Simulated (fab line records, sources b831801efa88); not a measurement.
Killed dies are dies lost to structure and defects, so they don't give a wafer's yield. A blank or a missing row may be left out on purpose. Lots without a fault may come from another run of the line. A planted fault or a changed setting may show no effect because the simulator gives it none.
Chamber matching | flow sky130 | SKY_SPACER_ETCHBACK_02 on rie_diel-04: 4 sister chambers
The step etches Si3N4 in CH3F/O2, stops on SiO2, time 46.7 s, target depth 45 nm. 8 wafers are shown with their chamber, then 10 later ones without.

WAFERS WITH THEIR CHAMBER
wafer  | chamber | drypump_motor_current_A (A) | oes_product_au (a.u.)
L080.2 | 0       | 5.8                         | 0.866
L086.5 | 3       | 5.6                         | 0.844
L090.2 | 0       | 5.8                         | 0.860
L090.4 | 3       | 5.7                         | 0.853
L090.5 | 2       | 6.3                         | 0.863
L090.6 | 1       | 6.3                         | 0.855
L092.1 | 1       | 6.3                         | 0.854
L092.2 | 2       | 6.3                         | 0.859

WAFERS WITHOUT THEIR CHAMBER
wafer  | drypump_motor_current_A (A) | oes_product_au (a.u.)
L092.3 | 5.6                         | 0.855
L092.4 | 5.8                         | 0.868
L092.5 | 6.3                         | 0.858
L092.6 | 6.3                         | 0.855
L097.1 | 6.3                         | 0.853
L097.4 | 5.6                         | 0.844
L097.5 | 5.6                         | 0.853
L096.1 | 5.6                         | 0.854
L096.2 | 5.8                         | 0.857
L096.4 | 6.3                         | 0.858

WHICH CHAMBER EACH WENT THROUGH
wafer  | from the rows above     | in truth
L092.3 | 3                       | 3
L092.4 | 0                       | 0
L092.5 | can't be placed: 2 or 1 | 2
L092.6 | can't be placed: 1 or 2 | 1
L097.1 | can't be placed: 1 or 2 | 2
L097.4 | 3                       | 3
L097.5 | 3                       | 3
L096.1 | 3                       | 3
L096.2 | 0                       | 0
L096.4 | can't be placed: 2 or 1 | 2
Placed correctly: 6 of 10. Can't be placed from these rows: 4 (the true chamber is among the candidates in 4). Placed wrongly: 0.
How it was worked out, from the rows above alone: a wafer's distance from a chamber is the root of the sum, over the readings, of the square of ((its reading less the chamber's mean) divided by the reading's scatter). The wafer belongs to the nearest chamber; if the next one is less than 2 further off, it can't be placed. A chamber's mean is the mean of its shown wafers. The scatter: the root of (the sum of the squares of (reading less its chamber's mean) over the shown wafers, divided by (wafers less chambers)).
